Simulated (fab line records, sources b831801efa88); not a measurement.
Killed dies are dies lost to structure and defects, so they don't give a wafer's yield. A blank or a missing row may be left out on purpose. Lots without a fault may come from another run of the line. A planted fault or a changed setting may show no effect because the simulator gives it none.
Which tool did it? | flow sky130 | 14 lots, 42 wafers sampled, at 4 steps of a route of 708

WHAT THE GAUGES READ, wafer by wafer
SKY_NWELL_RS_MEAS_29: measures by four-point-probe. Usual: NWELL_RS 624.8 ohm/sq, standard deviation 1.3.
lot  | measured     | on            | NWELL_RS (ohm/sq) | flag
L659 | day 5 18:11  | film_metro-02 | 624.5 625.3 625.2 |
L661 | day 6 02:13  | film_metro-01 | 624.9 625.5 627.3 |
L663 | day 6 16:11  | film_metro-02 | 625.9 624.9 624.1 |
L664 | day 6 23:22  | film_metro-01 | 624.5 623.7 623.4 |
L665 | day 7 01:20  | film_metro-02 | 623.1 623.4 624.0 |
L667 | day 7 12:34  | film_metro-04 | 627.7 628.4 625.4 |
L668 | day 7 18:44  | film_metro-02 | 626.9 624.1 625.5 |
L669 | day 7 23:57  | film_metro-02 | 624.2 626.4 625.3 |
L671 | day 8 11:26  | film_metro-04 | 622.3 625.5 623.7 |
L672 | day 8 18:22  | film_metro-02 | 627.2 625.4 625.6 |
L675 | day 9 18:55  | film_metro-01 | 624.6 624.3 625.7 |
L677 | day 10 11:07 | film_metro-02 | 624.2 624.0 625.0 |
L678 | day 10 15:07 | film_metro-02 | 624.5 624.1 625.2 |
L681 | day 11 06:56 | film_metro-02 | 623.4 623.9 625.0 |

SKY_VT_ADJUST_HVTP_TW_MEAS_11. Usual: VT_ADJUST_HVTP_TW 1350, standard deviation 12.
lot  | measured     | on            | VT_ADJUST_HVTP_TW | flag
L659 | day 6 13:11  | film_metro-04 | 1330 1332 1320    |
L661 | day 6 20:53  | film_metro-02 | 1364 1362 1362    |
L663 | day 7 11:03  | film_metro-04 | 1324 1330 1332    |
L664 | day 7 19:38  | film_metro-03 | 1345 1346 1343    |
L665 | day 7 21:28  | film_metro-02 | 1363 1364 1360    |
L667 | day 8 09:30  | film_metro-03 | 1348 1349 1342    |
L668 | day 8 15:28  | film_metro-03 | 1340 1346 1339    |
L669 | day 8 20:26  | film_metro-04 | 1337 1348 1340    |
L671 | day 9 08:40  | film_metro-03 | 1368 1374 1376    |
L672 | day 9 14:48  | film_metro-02 | 1384 1381 1382    |
L675 | day 10 17:43 | film_metro-03 | 1346 1342 1358    |
L677 | day 11 10:49 | film_metro-03 | 1341 1350 1339    |
L678 | day 11 14:50 | film_metro-02 | 1371 1367 1363    |
L681 | day 12 07:44 | film_metro-03 | 1360 1356 1360    |

SKY_VT_ADJUST_LVTN_OVL_MEAS_07. Usual: VT_ADJUST_LVTN_OVL 0.8 nm, standard deviation 1.3.
lot  | measured     | on         | VT_ADJUST_LVTN_OVL (nm) | flag
L659 | day 7 06:48  | overlay-02 | 0.1 -0.7 0.9            |
L661 | day 7 16:01  | overlay-01 | 0.1 -1.2 -1.3           |
L663 | day 8 08:07  | overlay-02 | 2.6 3.0 3.1             |
L664 | day 8 15:48  | overlay-02 | 0.4 -1.5 0.5            |
L665 | day 8 17:28  | overlay-02 | 0.4 -0.2 -0.8           |
L667 | day 9 05:47  | overlay-02 | 2.1 1.9 -0.3            |
L668 | day 9 11:46  | overlay-02 | 0.8 1.6 2.6             |
L669 | day 9 16:43  | overlay-01 | 0.7 2.2 0.5             |
L671 | day 10 05:53 | overlay-01 | -0.2 -1.8 -1.2          |
L672 | day 10 13:10 | overlay-02 | 0.6 2.2 1.9             |
L675 | day 11 17:13 | overlay-01 | -0.8 0.6 -0.4           |
L677 | day 12 10:37 | overlay-02 | 1.0 1.3 2.4             |
L678 | day 12 14:48 | overlay-01 | -0.9 -0.7 0.1           |
L681 | day 13 07:57 | overlay-02 | 0.5 -0.5 1.0            |

WHICH TOOL RAN EACH LOT (tool, then ch and the chambers of the sampled wafers, then the start)
lot  | SKY_VT_ADJUST_HVTP_IMPLANT_09
L659 | implanter-01 ch 0, day 6 12:57
L661 | implanter-02 ch 0, day 6 20:38
L663 | implanter-02 ch 0, day 7 10:49
L664 | implanter-03 ch 0, day 7 19:23
L665 | implanter-03 ch 0, day 7 21:14
L667 | implanter-02 ch 0, day 8 09:15
L668 | implanter-02 ch 0, day 8 15:13
L669 | implanter-03 ch 0, day 8 20:13
L671 | implanter-03 ch 0, day 9 08:25
L672 | implanter-03 ch 0, day 9 14:36
L675 | implanter-01 ch 0, day 10 17:29
L677 | implanter-02 ch 0, day 11 10:36
L678 | implanter-01 ch 0, day 11 14:35
L681 | implanter-03 ch 0, day 12 07:30
- SKY_VT_ADJUST_HVTP_IMPLANT_09

WHAT THE TOOLS THEMSELVES READ (means of the sampled wafers that have a number; where no wafer has one, the mark that the record gives instead)
SKY_VT_ADJUST_HVTP_IMPLANT_09. Usual: beam_energy_keV 149.99, standard deviation 0.054.
lot  | tool         | beam_energy_keV | flag
L659 | implanter-01 | 150.03          |
L661 | implanter-02 | 150.01          |
L663 | implanter-02 | 150.04          |
L664 | implanter-03 | 150.04          |
L665 | implanter-03 | 150.02          |
L667 | implanter-02 | 149.95          |
L668 | implanter-02 | 150.01          |
L669 | implanter-03 | 149.98          |
L671 | implanter-03 | 156.25          | OFF
L672 | implanter-03 | 156.23          | OFF
L675 | implanter-01 | 150.07          |
L677 | implanter-02 | 149.94          |
L678 | implanter-01 | 149.95          |
L681 | implanter-03 | 149.99          |

THE ANSWER, worked out from the rows above alone
Rule: a lot is off if the mean of its wafers that have a number lies more than 3 standard deviations from the usual mean. A lot without any number at a reading at which 4 lots or more have one is off too. The other lots that the step has rows for count as sound. The gauges are gone through in route order, then the tools' own readings, and for those a lot's mean is taken as printed above. The first step at which some lot is off is used, and at that step the reading that is off furthest; a lot without a number counts as furthest.
Off: L671, L672, at SKY_VT_ADJUST_HVTP_IMPLANT_09 (beam_energy_keV).
A tool fits if, at that step or a process step before it, it ran every lot that is off, and no sound lot after the first of them. None of those tried fits.

WHAT THE SIMULATOR HAD PUT IN
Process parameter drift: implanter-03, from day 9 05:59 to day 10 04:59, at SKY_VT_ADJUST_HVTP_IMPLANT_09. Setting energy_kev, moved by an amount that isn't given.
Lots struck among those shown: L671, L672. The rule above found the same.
